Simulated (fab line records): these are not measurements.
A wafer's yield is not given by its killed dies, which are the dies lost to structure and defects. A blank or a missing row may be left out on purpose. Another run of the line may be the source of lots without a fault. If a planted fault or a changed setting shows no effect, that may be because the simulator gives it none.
Chamber matching | flow sky130 | 4 sister chambers for SKY_VIA1_CMP_02 on cmp-02
The step polishes SiO2. 8 wafers are shown with their chamber, then 12 later ones without.

WAFERS WITH THEIR CHAMBER
wafer  | chamber | motor current A (A) | slurry flow ml min
L075.6 | 3       | 12.5                | 150.5
L088.2 | 2       | 12.1                | 150.2
L088.3 | 3       | 12.6                | 150.6
L089.4 | 2       | 11.9                | 149.1
L089.5 | 1       | 13.2                | 149.1
L090.3 | 0       | 11.5                | 149.5
L090.4 | 1       | 13.4                | 149.7
L090.6 | 0       | 11.4                | 150.1

WAFERS WITH NO CHAMBER GIVEN
wafer  | motor current A (A) | slurry flow ml min
L094.1 | 11.4                | 150.3
L094.5 | 11.4                | 150.1
L094.6 | 12.1                | 149.5
L093.1 | 13.6                | 150.1
L093.2 | 12.1                | 149.7
L093.6 | 13.5                | 150.2
L095.3 | 11.8                | 149.8
L095.5 | 12.4                | 150.0
L095.6 | 11.5                | 149.7
L096.1 | 11.7                | 150.0
L096.3 | 11.8                | 149.7
L096.4 | 13.8                | 149.5

EACH ONE'S CHAMBER
wafer  | from the rows above     | in truth
L094.1 | 0                       | 0
L094.5 | 0                       | 0
L094.6 | 2                       | 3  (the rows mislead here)
L093.1 | 1                       | 1
L093.2 | 2                       | 2
L093.6 | 1                       | 1
L095.3 | can't be placed: 2 or 0 | 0
L095.5 | can't be placed: 3 or 2 | 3
L095.6 | 0                       | 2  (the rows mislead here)
L096.1 | can't be placed: 0 or 2 | 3
L096.3 | can't be placed: 2 or 0 | 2
L096.4 | 1                       | 1
Correct placement for 6 of the 12. Cannot be placed on the basis of these rows: 4; the candidates contain the true chamber in 3. Wrongly placed: 2.
How it was worked out, from the rows above alone: a wafer's distance from a chamber is the root of the sum, over the readings, of the square of ((its reading less the chamber's mean) divided by the reading's scatter). The wafer belongs to the nearest chamber; if the next one is less than 2 further off, it can't be placed. A chamber's mean is the mean of its shown wafers. The scatter is the square root of a quotient: the sum, over the shown wafers, of each reading's squared deviation from its chamber's mean, divided by wafers minus chambers.
